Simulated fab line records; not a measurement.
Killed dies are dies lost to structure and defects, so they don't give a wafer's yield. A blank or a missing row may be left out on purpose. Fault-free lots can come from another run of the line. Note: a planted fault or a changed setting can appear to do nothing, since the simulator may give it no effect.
One fault seen from 2 desks | flow sky130 | only its own numbers are on each desk; what lay behind them is given at the end

== FOR THE TOOL OWNER'S DESK: litho track-04 ==
The tool's own readings at SKY_METAL4_HMDS_06 (prime time 60 s): means of the sampled wafers that have a number, for each lot that ran on this tool. A lot is out of limits, marked OUT, if its mean lies more than 4 standard deviations from the usual mean; the brackets give that distance.
Columns: A = prime temp c at SKY_METAL4_HMDS_06, usual 119.98 C
lot  | first seen here | A
L401 | day 40 18:52    | 119.79
L408 | day 43 04:34    | 119.95
L410 | day 43 11:58    | 119.83
L411 | day 44 02:04    | 119.07 (-6.5) OUT
L414 | day 44 15:01    | 118.96 (-7.3) OUT
L424 | day 47 07:46    | 120.20
Finding of this desk: L411, L414 out of limits; the first was L411 at day 44 02:04, on prime temp c at SKY_METAL4_HMDS_06. L401, L408, L410, L424: within limits.

== METROLOGY DESK ==
What the gauges read for every lot (on any tool): the sampled wafers with a number, averaged. A lot is out of limits, marked OUT, if its mean lies more than 4 standard deviations from the usual mean; the brackets give that distance.
Columns: A = cd nm at SKY_METAL4_CD_MEAS_13, usual 299.8 nm
lot  | first seen here | A
L401 | day 41 06:29    | 299.8
L402 | day 41 18:21    | 301.2
L403 | day 42 04:50    | 300.1
L405 | day 42 21:42    | 299.5
L408 | day 43 16:29    | 298.6
L410 | day 44 00:31    | 299.6
L411 | day 44 13:40    | 298.5
L412 | day 44 19:31    | 299.1
L414 | day 45 02:43    | 299.7
L423 | day 47 06:28    | 298.5
L422 | day 47 12:43    | 298.6
L424 | day 47 18:34    | 300.2
This desk found nothing out of limits on any of the 12 lots.

== PUT TOGETHER ==
The tool owner's desk could have raised an alarm at day 44 02:04, on L411, L414.
Metrology desk: nothing out of limits seen.
The metrology desk holds a record of L411, L414, inside its limits.
Every lot named ran SKY_METAL4_HMDS_06 on litho track-04.

== WHAT THE SIMULATOR HAD PUT IN ==
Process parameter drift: litho track-04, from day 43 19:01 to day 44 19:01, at SKY_METAL4_HMDS_06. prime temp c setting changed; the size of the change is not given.
Struck lots among those shown: L411, L414.
Delay in hours, fault start to first out-of-limits reading, by desk: the tool owner's desk at 7.
